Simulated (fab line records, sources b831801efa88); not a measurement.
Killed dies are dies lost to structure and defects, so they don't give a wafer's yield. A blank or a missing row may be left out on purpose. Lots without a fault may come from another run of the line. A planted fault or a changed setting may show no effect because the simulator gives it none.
Which tool did it? | flow sky130 | 12 lots, 36 wafers sampled, at 1 step of a route of 708

WHAT THE GAUGES READ, wafer by wafer
SKY_FIELD_ISO_THK_MEAS_04.
lot  | measured    | on            | FIELD_ISO_CVD_03_THK (nm)
L075 | day 1 19:01 | film_metro-03 | 165.9 164.1 166.9
L077 | day 2 05:05 | film_metro-03 | 166.8 166.1 165.8
L079 | day 2 15:06 | film_metro-01 | 164.5 164.9 165.0
L081 | day 3 03:50 | film_metro-01 | 165.3 165.3 166.1
L083 | day 3 12:24 | film_metro-03 | 165.0 164.4 163.5
L085 | day 3 22:44 | film_metro-04 | 167.0 165.2 166.3
L087 | day 4 10:37 | film_metro-04 | 170.1 168.4 168.1
L089 | day 4 20:10 | film_metro-03 | 165.7 165.6 165.7
L091 | day 5 05:41 | film_metro-04 | 166.8 166.6 165.5
L093 | day 5 16:00 | film_metro-03 | 167.4 168.8 167.6
L095 | day 5 22:59 | film_metro-01 | 168.1 168.1 166.5
L097 | day 6 09:07 | film_metro-04 | 167.2 166.7 167.5

WHICH TOOL RAN EACH LOT (tool, then ch and the chambers of the sampled wafers, then the start)
The record holds no process step before these readings.

THE ANSWER, worked out from the rows above alone
Rule: what is usual is taken from the lots themselves. Put in order of their means at a reading, lots are off if they are a third of the lots or fewer, leave a main group of 4 or more, and stand apart from it by a gap of 3 or more times the standard deviation of the main group's means; of several such gaps the widest counts. A main group whose means are all the same, to the digits that the tables above print for the reading, isn't used. A lot without any number at a reading at which 4 lots or more have one is off too. The other lots that the step has rows for count as sound.
No lot is off at any reading shown: from this, nothing can be told.

WHAT THE SIMULATOR HAD PUT IN
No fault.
